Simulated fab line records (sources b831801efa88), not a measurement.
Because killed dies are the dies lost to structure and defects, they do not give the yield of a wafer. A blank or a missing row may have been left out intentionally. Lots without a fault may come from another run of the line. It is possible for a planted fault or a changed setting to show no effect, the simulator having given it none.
A lot that was struck, set against a sound lot ; flow sky130 ; 15 out of 708 route steps
Sound: the wafers L289.2, L289.4, L289.6. Struck: wafer L280.3. (L280.4, L280.6 of the same lot were not struck and are left out.) The cause comes at the end.
Per side, at each step with rows, come the tool, then ch with its chambers, and then its first start. Under that, the readings that differ: sound wafers ; struck wafers ; difference of the means ; sigmas: that difference in standard deviations of wafers without a fault.
alike: a reading whose means differ by less than 2 such deviations, as well as words and numbers matching on both sides. not compared: withheld readings; readings where some wafer has no value; bounds like >300 that might hide an equal value; numbers whose values overlap and for which the record gives no deviation.
A row with sigmas, a row that says differs or no value, or rows on one side alone: a step with any of these is where the two part. Numbers that have no deviation but don't overlap get no sigmas and don't part them. Lack of a reading on every wafer of one side parts them only where that side has two or more wafers.

SKY_VIA3_STRIP_16: strips in O2/N2.
  sound on plasmaAsher-04 ch 1, day 45 08:43; struck on plasmaAsher-03 ch 0, day 43 07:27
  alike: drypumpMotorCurrentA, oesProductAu, stripTimeToEndpointS
  not compared: rfHoursCounterH
then, 3 steps without rows for these wafers: SKY_VIA3_STRIP_17 (strips in post etch residue remover, time 1200 s); SKY_VIA3_CLEAN_18 (cleans in IPA, time 180 s); SKY_VIA3_CLEAN_19 (cleans in O3/DIW).
SKY_VIA3_SPUTTER_20: material TiN, target thk 20 nm, time 80 s.
  sound on pvdSputter-03, day 45 09:19; struck on pvdSputter-01, day 43 08:01
  alike: throttleValvePct
then, 1 step without rows for these wafers: SKY_VIA3_CVD_21 (deposits W, target thk 390 nm, time 117.31 s).
SKY_VIA3_RS_MEAS_22: measurement is done with a four-point probe.
  sound on filmMetro-03, day 45 09:32; struck on filmMetro-01, day 43 08:14
  alike: VIA3_W_RS
SKY_VIA3_THK_MEAS_23: measures by xrf.
  sound on filmMetro-03, day 45 09:38; struck on filmMetro-01, day 43 08:20
  alike: VIA3_W_THK
SKY_VIA3_CMP_24: polishes, stops on SiO2, t overpolish 20 s, target thk 0 nm.
  sound on cmp-01 ch 0,2,3, day 45 09:48; struck on cmp-02 ch 3, day 43 08:25
  alike: motorCurrentA, overpolishRunS, timeToEndpointS
then, 1 step without rows for these wafers: SKY_METAL4_SPUTTER_00 (material Ti, target thk 15 nm, time 10 s).
SKY_METAL4_SPUTTER_01: material TiN, target thk 20 nm, time 16.7 s.
  sound on pvdSputter-03, day 45 10:04; struck on pvdSputter-02, day 43 08:42
reading;sound;struck;difference;sigmas
throttleValvePct (%);30.4 31.6 31.8;29.2;-2.1;-2
then, 1 step without rows for these wafers: SKY_METAL4_SPUTTER_02 (material AlCu, target thk 735 nm, time 39.1 s).
SKY_METAL4_SPUTTER_03: material Ti, target thk 5 nm, time 3.3 s.
  sound on pvdSputter-03, day 45 10:08; struck on pvdSputter-02, day 43 08:46
reading;sound;struck;difference;sigmas
throttleValvePct (%);30.5 31.5 31.6;28.9;-2.3;-2
model.Ti_of_METAL4_SPUTTER_03.thkNm (nm);5.155 5.128 5.174;2.151;-3.001;
SKY_METAL4_SPUTTER_04: material TiN, target thk 70 nm, time 58.3 s.
  sound on pvdSputter-03, day 45 10:10; struck on pvdSputter-02, day 43 08:47
reading;sound;struck;difference;sigmas
throttleValvePct (%);30.3 31.5 31.6;28.9;-2.2;-2
SKY_PAD_OPEN_PROBE_99:
  the record holds rows for the sound wafers here (prober-02, day 50 12:34) but none for the struck ones

## WHERE THEY PART
First at SKY_METAL4_SPUTTER_01; last, within this record, at SKY_PAD_OPEN_PROBE_99.

WHY: what the simulator had put in
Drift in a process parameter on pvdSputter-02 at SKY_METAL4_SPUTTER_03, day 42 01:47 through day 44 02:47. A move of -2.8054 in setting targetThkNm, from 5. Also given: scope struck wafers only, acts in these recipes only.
